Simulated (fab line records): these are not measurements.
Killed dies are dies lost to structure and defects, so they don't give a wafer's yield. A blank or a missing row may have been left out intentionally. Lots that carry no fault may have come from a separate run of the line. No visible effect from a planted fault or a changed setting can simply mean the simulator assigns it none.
Chamber matching ; flow sfq-line ; SFQ_TRILAYER_I7_CMP_CMP_184 on cmp-01 has 4 sister chambers
The step polishes SiO2. 14 wafers are shown with their chamber, then 7 later ones without.

== EACH WAFER AND ITS CHAMBER ==
wafer;chamber;retaining-ring-pressure-frac;edge-zone-pressure-frac;time-to-endpoint-s (s)
L836.1;3;0.997;1.001;206
L836.3;0;0.991;0.995;216
L836.5;2;0.998;1.004;220
L838.1;3;1.000;0.992;209
L838.5;0;1.000;0.994;219
L838.6;3;1.004;1.000;199
L839.4;0;0.991;1.004;200
L839.1;2;1.003;1.008;216
L839.6;0;0.990;1.004;199
L848.2;1;1.002;0.992;201
L848.3;3;0.997;0.990;218
L848.5;1;1.003;1.004;214
L849.4;2;0.997;1.005;213
L849.5;1;0.999;1.002;208

SIGNATURES (means of the wafers above)
reading;chamber 0;chamber 1;chamber 2;chamber 3;scatter within a chamber
retaining-ring-pressure-frac;0.99300;1.00133;0.99933;0.99950;0.00358
edge-zone-pressure-frac;0.99925;0.99933;1.00567;0.99575;0.00524
time-to-endpoint-s;208.50;207.67;216.33;208.00;7.9
Rule: a wafer lies at a distance from a chamber equal to the root of the sum of squares, over the readings, of (its reading less the chamber's mean, divided by the reading's scatter). The wafer belongs to the nearest chamber; if the next one is less than 2 further off, it can't be placed. The scatter: take each reading less its chamber's mean, square it, sum over the shown wafers, divide by the number of wafers less the number of chambers, and take the root.

== WAFERS WHOSE CHAMBER IS MISSING ==
wafer;retaining-ring-pressure-frac;edge-zone-pressure-frac;time-to-endpoint-s (s)
L849.6;0.996;1.004;214
L851.2;1.006;1.006;221
L851.3;1.010;1.005;223
L851.5;0.998;0.991;227
L854.4;1.002;1.006;207
L854.5;0.995;1.009;218
L854.6;0.998;0.991;215

== THE CHAMBER EACH PASSED THROUGH ==
wafer;from the rows above;in truth
L849.6;can't be placed: 2 or 0 or 1 or 3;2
L851.2;can't be placed: 2 or 1 or 3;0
L851.3;can't be placed: 2 or 1 or 3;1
L851.5;can't be placed: 3 or 1 or 2 or 0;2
L854.4;can't be placed: 1 or 2 or 3 or 0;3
L854.5;can't be placed: 2 or 0 or 1 or 3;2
L854.6;can't be placed: 3 or 1 or 0 or 2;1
Correctly placed: 0 of 7. From these rows, 7 cannot be placed; in 6 the true chamber is one of the candidates. Wrongly placed: 0.
